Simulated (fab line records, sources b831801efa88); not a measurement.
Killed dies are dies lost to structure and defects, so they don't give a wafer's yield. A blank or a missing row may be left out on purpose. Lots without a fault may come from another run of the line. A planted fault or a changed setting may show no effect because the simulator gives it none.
A struck lot beside a sound one | flow sky130 | 32 steps out of a route of 708
Sound: wafers L453.2, L453.4, L453.6. Struck: wafers L447.1, L447.2, L447.5. The cause comes at the end.
At each step with rows: each side's tool, then ch and its chambers, then its first start. Under that, the readings that differ: sound wafers | struck wafers | difference of the means | sigmas: that difference in standard deviations of wafers without a fault.
alike: readings whose means differ by less than 2 such deviations, and words and numbers that are the same on both sides. not compared: withheld readings, readings that some wafer has no value for, bounds like >300 that may hide the same value, and numbers for which the record gives no deviation and whose values overlap.
The two part at a step that has a row with sigmas, a row that says differs or no value, or rows on one side only. Numbers that don't overlap but have no deviation are shown without sigmas and don't part them. A reading that every wafer of one side lacks parts them only if that side has two wafers or more.

SKY_PWDE_OVL_MEAS_07:
  sound on overlay-01, day 8 00:32; struck on overlay-02, day 6 15:38
  alike: PWDE_OVL
then, 1 step without rows for these wafers: SKY_PWDE_IMPLANT_08.
SKY_PWDE_STRIP_09: strips in O2/N2.
  sound on plasma_asher-03 ch 1, day 8 00:43; struck on plasma_asher-03 ch 0,1, day 6 15:49
  reading                      | sound             | struck            | difference | sigmas
  strip_time_to_endpoint_s (s) | 36.81 36.89 36.84 | 37.13 36.97 37.13 | +0.23      | +2
  alike: drypump_motor_current_A, o2_flow_sccm, oes_product_au
  not compared: rf_hours_counter_h
SKY_PWDE_TW_MEAS_10:
  sound on film_metro-01, day 8 00:49; struck on film_metro-01, day 6 15:55
  alike: PWDE_TW
then, 7 steps without rows for these wafers: SKY_NWELL_DEHYDRATE_03 (time 60 s); SKY_NWELL_HMDS_04 (prime time 60 s); SKY_NWELL_COAT_05 (resist thk 3000 nm); SKY_NWELL_SOFTBAKE_06; SKY_NWELL_EXPOSE_07 (exposes mask NWM, target cd 840 nm); SKY_NWELL_PEB_08; SKY_NWELL_DEVELOP_09 (develop time 60 s).
SKY_NWELL_OVL_MEAS_10:
  sound on overlay-01, day 8 21:41; struck on overlay-01, day 7 10:59
  alike: NWELL_00_OVL
SKY_NWELL_IMPLANT_11:
  sound on implanter-02 ch 0, day 8 21:44; struck on implanter-01 ch 0, day 7 11:01
  reading            | sound                           | struck                           | difference  | sigmas
  beam_on_s (s)      | 10.06 9.80 10.23                | 10.81 11.27 10.76                | +0.92       | +4
  dose_ions_cm2      | 1.898e+13 1.8985e+13 1.8991e+13 | 2.4742e+13 2.4732e+13 2.4764e+13 | +5.7607e+12 | +99 or more
  faraday_current_uA | 105.7 108.8 104.7               | 129.6 123.6 129.8                | +21.3       | +10
then, 2 steps without rows for these wafers: SKY_NWELL_IMPLANT_12; SKY_NWELL_IMPLANT_13.
SKY_NWELL_STRIP_14: strips in O2/N2.
  sound on plasma_asher-04 ch 0,1, day 8 22:10; struck on plasma_asher-04 ch 0,1, day 7 11:28
  alike: drypump_motor_current_A, o2_flow_sccm, oes_product_au, strip_time_to_endpoint_s
  not compared: rf_hours_counter_h
SKY_NWELL_TW_MEAS_15:
  sound on film_metro-01, day 8 22:16; struck on film_metro-02, day 7 11:34
  reading  | sound          | struck         | difference | sigmas
  NWELL_TW | 1855 1853 1842 | 1984 1973 1979 | +129       | +7
then, 7 steps without rows for these wafers: SKY_NWELL_DEHYDRATE_16 (time 60 s); SKY_NWELL_HMDS_17 (prime time 60 s); SKY_NWELL_COAT_18 (resist thk 3000 nm); SKY_NWELL_SOFTBAKE_19; SKY_NWELL_EXPOSE_20 (exposes mask NWM COMPLEMENT, target cd 840 nm); SKY_NWELL_PEB_21; SKY_NWELL_DEVELOP_22 (develop time 60 s).
SKY_NWELL_OVL_MEAS_23:
  sound on overlay-02, day 9 19:50; struck on overlay-02, day 8 07:05
  alike: NWELL_01_OVL
then, 1 step without rows for these wafers: SKY_NWELL_IMPLANT_24.
SKY_NWELL_STRIP_25: strips in O2/N2.
  sound on plasma_asher-04 ch 0,1, day 9 20:01; struck on plasma_asher-04 ch 0,1, day 8 07:17
  alike: drypump_motor_current_A, o2_flow_sccm, oes_product_au, strip_time_to_endpoint_s
  not compared: rf_hours_counter_h
SKY_NWELL_TW_MEAS_26:
  sound on film_metro-01, day 9 20:07; struck on film_metro-01, day 8 07:23
  alike: NWELL_2_TW
then, 1 step without rows for these wafers: SKY_NWELL_CLEAN_27 (cleans in SC1/SC2, time 150 s).
SKY_NWELL_RTA_28: time 30 s.
  sound on rtp_anneal-01 ch 0, day 9 20:18; struck on rtp_anneal-02 ch 0, day 8 07:29
  alike: lamp_power_pct, wafer_temp_C_max
SKY_NWELL_RS_MEAS_29: measures by four-point-probe.
  sound on film_metro-02, day 9 20:24; struck on film_metro-04, day 8 07:35
  reading           | sound             | struck            | difference | sigmas
  NWELL_RS (ohm/sq) | 620.6 620.8 620.7 | 543.0 542.1 542.3 | -78.2      | -49
-- the record jumps here: 40 days lie between the struck wafers' starts before and after (it left off in module NWELL and takes up again in module PAD_OPEN, whose first step shown is number 708 of the route) --
SKY_PAD_OPEN_PROBE_99:
  sound on prober-01, day 49 23:51; struck on prober-01, day 48 14:31
  reading                                 | sound                         | struck                        | difference | sigmas
  model.etest.nfet_16v.r_on_ohm_um        | 1.343e+04 1.342e+04 1.326e+04 | 1.298e+04 1.289e+04 1.299e+04 | -4.167e+02 |
  model.etest.pfet_16v.r_on_ohm_um        | 1.516e+04 1.52e+04 1.511e+04  | 1.584e+04 1.592e+04 1.586e+04 | +7.167e+02 |
  model.etest.res_nwell.line_ohm_um       | 1224 1209 1213                | 916 916.7 901.4               | -304       |
  model.etest.res_nwell.rs_ohm_sq         | 1017 999.2 1011               | 810.1 799.6 798.9             | -206.2     |
  model.etest.res_iso_pwell.width_nm (nm) | 2640 2654 2643                | 2597 2610 2614                | -39        |
  model.etest.res_nwell.width_nm (nm)     | 834.9 831.3 833.9             | 882.9 880.8 882.8             | +48.8      |
  model.etest.pfet_16v.drive_ua_um        | 245.6 245.2 247.4             | 235.8 238.9 237.7             | -8.6       |
  alike: killed_at_M0_to_M3, killed_at_M4_up, killed_at_contacts, killed_at_front_end, killed_at_other, killed_dies, killed_open, killed_short
  not compared: model.etest.tip_p_5v.rs_ohm_sq

WHERE THEY PART
First at SKY_PWDE_STRIP_09; last, within this record, at SKY_NWELL_RS_MEAS_29. Later steps at which nothing parts them and some readings are alike: SKY_PAD_OPEN_PROBE_99.

WHY: what the simulator had put in
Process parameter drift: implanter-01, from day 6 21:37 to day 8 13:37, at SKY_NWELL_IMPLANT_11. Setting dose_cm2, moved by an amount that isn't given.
